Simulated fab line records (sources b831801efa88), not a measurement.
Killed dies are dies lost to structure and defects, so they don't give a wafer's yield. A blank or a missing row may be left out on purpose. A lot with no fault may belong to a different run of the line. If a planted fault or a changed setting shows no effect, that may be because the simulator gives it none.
What tool caused it? || flow sky130 || Sampling: 6 lots, 16 wafers, 4 of 708 route steps

WHAT EACH GAUGE READ, for each wafer
SKY_VIA1_THK_MEAS_01.
{"lot": "L674", "measured": "day 33 00:13", "on": "film metro-01", "VIA1_HDPCVD_THK (nm)": "1033 1036 1025"}
{"lot": "L677", "measured": "day 34 07:56", "on": "film metro-01", "VIA1_HDPCVD_THK (nm)": "1025 1043 1028"}
{"lot": "L680", "measured": "day 35 00:13", "on": "film metro-04", "VIA1_HDPCVD_THK (nm)": "1041 1021 1038"}
{"lot": "L685", "measured": "day 36 16:52", "on": "film metro-04", "VIA1_HDPCVD_THK (nm)": 878}
{"lot": "L687", "measured": "day 37 10:55", "on": "film metro-04", "VIA1_HDPCVD_THK (nm)": "1026 1028 1033"}
{"lot": "L689", "measured": "day 37 19:40", "on": "film metro-04", "VIA1_HDPCVD_THK (nm)": "1033 1028 1025"}

WHICH TOOL RAN EACH LOT (tool, then ch and the chambers of the sampled wafers, then the start)
{"lot": "L674", "SKY_LOCAL_INTERCONNECT_STRIP_15": "plasma asher-04 ch 1, day 30 14:20", "SKY_CONTACT_CVD_00": "pecvd-01 ch 0,1,2, day 30 14:58", "SKY_VIA1_HDPCVD_00": "hdpcvd-01 ch 1,2, day 33 00:06"}
{"lot": "L677", "SKY_LOCAL_INTERCONNECT_STRIP_15": "plasma asher-04 ch 0,1, day 31 21:37", "SKY_CONTACT_CVD_00": "pecvd-02 ch 1,2, day 31 22:14", "SKY_VIA1_HDPCVD_00": "hdpcvd-01 ch 0,1,2, day 34 07:50"}
{"lot": "L680", "SKY_LOCAL_INTERCONNECT_STRIP_15": "plasma asher-04 ch 0,1, day 32 15:25", "SKY_CONTACT_CVD_00": "pecvd-02 ch 0,2, day 32 16:02", "SKY_VIA1_HDPCVD_00": "hdpcvd-01 ch 0,1,2, day 35 00:05"}
{"lot": "L685", "SKY_LOCAL_INTERCONNECT_STRIP_15": "plasma asher-03 ch 1, day 34 08:23", "SKY_CONTACT_CVD_00": "pecvd-01 ch 0, day 34 09:28", "SKY_VIA1_HDPCVD_00": "hdpcvd-01 ch 2, day 36 16:44"}
{"lot": "L687", "SKY_LOCAL_INTERCONNECT_STRIP_15": "plasma asher-03 ch 0,1, day 35 01:58", "SKY_CONTACT_CVD_00": "pecvd-03 ch 0,1,2, day 35 02:44", "SKY_VIA1_HDPCVD_00": "hdpcvd-02 ch 1,2, day 37 10:47"}
{"lot": "L689", "SKY_LOCAL_INTERCONNECT_STRIP_15": "plasma asher-04 ch 0,1, day 35 11:53", "SKY_CONTACT_CVD_00": "pecvd-02 ch 0,1, day 35 12:28", "SKY_VIA1_HDPCVD_00": "hdpcvd-02 ch 1,2, day 37 19:32"}
- SKY_LOCAL_INTERCONNECT_STRIP_15: strips in O2/N2.
- SKY_CONTACT_CVD_00: deposits Si3N4, target thk 75 nm.
- SKY_VIA1_HDPCVD_00: deposits SiO2, target thk 1030 nm, time 171.7 s.

THE ANSWER, worked out from the rows above alone
Rule: the usual values come from the lots themselves. Put in order of their means at a reading, lots are off if they are a third of the lots or fewer, leave a main group of 4 or more, and stand apart from it by a gap of 3 or more times the standard deviation of the main group's means; of several such gaps the widest counts. If all means in a main group match to the digits the tables above print for the reading, that group is not used. Also off: a lot with no number at a reading for which 4 or more lots have one. Any other lot the step has rows for is counted as sound.
Off: at SKY_VIA1_THK_MEAS_01 (VIA1_HDPCVD_THK), L685. For the main group the mean is 1031 nm and the standard deviation 1.8.
A tool fits if, at a process step before that reading, it ran every lot that is off, and no sound lot after the first of them. The gauges at SKY_VIA1_THK_MEAS_01 are tried like those tools. Can't be told from this: 2 tools fit, pecvd-01 at SKY_CONTACT_CVD_00, hdpcvd-01 at SKY_VIA1_HDPCVD_00.

WHAT THE SIMULATOR HAD PUT IN
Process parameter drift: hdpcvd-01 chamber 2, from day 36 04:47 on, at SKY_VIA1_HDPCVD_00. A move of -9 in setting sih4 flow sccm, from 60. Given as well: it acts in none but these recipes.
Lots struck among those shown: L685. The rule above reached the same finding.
